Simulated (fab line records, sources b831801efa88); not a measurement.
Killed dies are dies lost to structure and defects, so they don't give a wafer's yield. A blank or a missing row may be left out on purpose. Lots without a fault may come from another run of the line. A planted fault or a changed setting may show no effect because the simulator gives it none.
Which tool did it? | flow sky130 | 13 lots, 39 wafers sampled, at 2 steps of a route of 708

WHAT THE GAUGES READ, wafer by wafer
SKY_LDD_HVN_OVL_MEAS_07.
lot  | measured     | on         | LDD_HVN_OVL (nm)
L250 | day 19 23:07 | overlay-02 | 2.1 1.1 1.7
L251 | day 20 11:36 | overlay-01 | 0.1 0.2 0.3
L252 | day 21 01:15 | overlay-01 | 1.9 1.4 0.2
L256 | day 23 05:48 | overlay-01 | 1.7 0.9 2.0
L259 | day 23 19:52 | overlay-02 | 0.1 0.6 0.7
L261 | day 25 07:49 | overlay-02 | 0.4 -1.4 0.9
L260 | day 25 08:43 | overlay-01 | 0.7 0.0 1.8
L263 | day 25 13:21 | overlay-02 | 0.4 1.7 -0.3
L264 | day 25 14:01 | overlay-01 | 2.2 4.2 2.7
L265 | day 25 18:12 | overlay-02 | 0.7 2.0 0.8
L269 | day 27 16:36 | overlay-02 | 0.7 3.0 1.1
L272 | day 28 07:25 | overlay-01 | 0.5 0.8 0.9
L273 | day 28 11:46 | overlay-01 | -1.3 -1.5 -0.7

SKY_LOCAL_INTERCONNECT_CD_MEAS_11: target cd 170 nm.
lot  | measured     | on        | cd_nm (nm)
L250 | day 30 02:49 | cd_sem-01 | 171.1 170.5 171.1
L251 | day 30 13:27 | cd_sem-02 | 171.1 172.0 169.8
L252 | day 31 01:00 | cd_sem-01 | 171.6 171.4 169.1
L256 | day 32 22:46 | cd_sem-01 | 170.6 169.6 169.5
L259 | day 33 11:37 | cd_sem-02 | 173.6 172.1 170.5
L261 | day 34 20:52 | cd_sem-02 | 171.4 168.9 170.4
L260 | day 34 23:31 | cd_sem-01 | 170.1 171.4 171.2
L263 | day 35 01:39 | cd_sem-02 | 171.0 170.0 169.4
L264 | day 35 01:46 | cd_sem-01 | 170.8 170.8 171.8
L265 | day 35 04:36 | cd_sem-01 | 172.2 172.1 172.4
L269 | day 37 01:54 | cd_sem-02 | 169.6 169.1 167.4
L272 | day 37 16:01 | cd_sem-02 | 169.0 170.7 168.1
L273 | day 37 18:16 | cd_sem-02 | 170.9 169.9 170.2

WHICH TOOL RAN EACH LOT (tool, then ch and the chambers of the sampled wafers, then the start)
The record holds no process step before these readings.

WHAT THE TOOLS THEMSELVES READ (means of the sampled wafers that have a number; where no wafer has one, the mark that the record gives instead)
The record holds no such reading with a usual standard deviation.

THE ANSWER, worked out from the rows above alone
Rule: what is usual is taken from the lots themselves. Put in order of their means at a reading, lots are off if they are a third of the lots or fewer, leave a main group of 4 or more, and stand apart from it by a gap of 3 or more times the standard deviation of the main group's means; of several such gaps the widest counts. A main group whose means are all the same, to the digits that the tables above print for the reading, isn't used. A lot without any number at a reading at which 4 lots or more have one is off too. The other lots that the step has rows for count as sound. The gauges are gone through in route order, then the tools' own readings, and for those a lot's mean is taken as printed above. The first step at which some lot is off is used, and at that step the reading that is off furthest; a lot without a number counts as furthest.
No lot is off at any reading shown: from this, nothing can be told.

WHAT THE SIMULATOR HAD PUT IN
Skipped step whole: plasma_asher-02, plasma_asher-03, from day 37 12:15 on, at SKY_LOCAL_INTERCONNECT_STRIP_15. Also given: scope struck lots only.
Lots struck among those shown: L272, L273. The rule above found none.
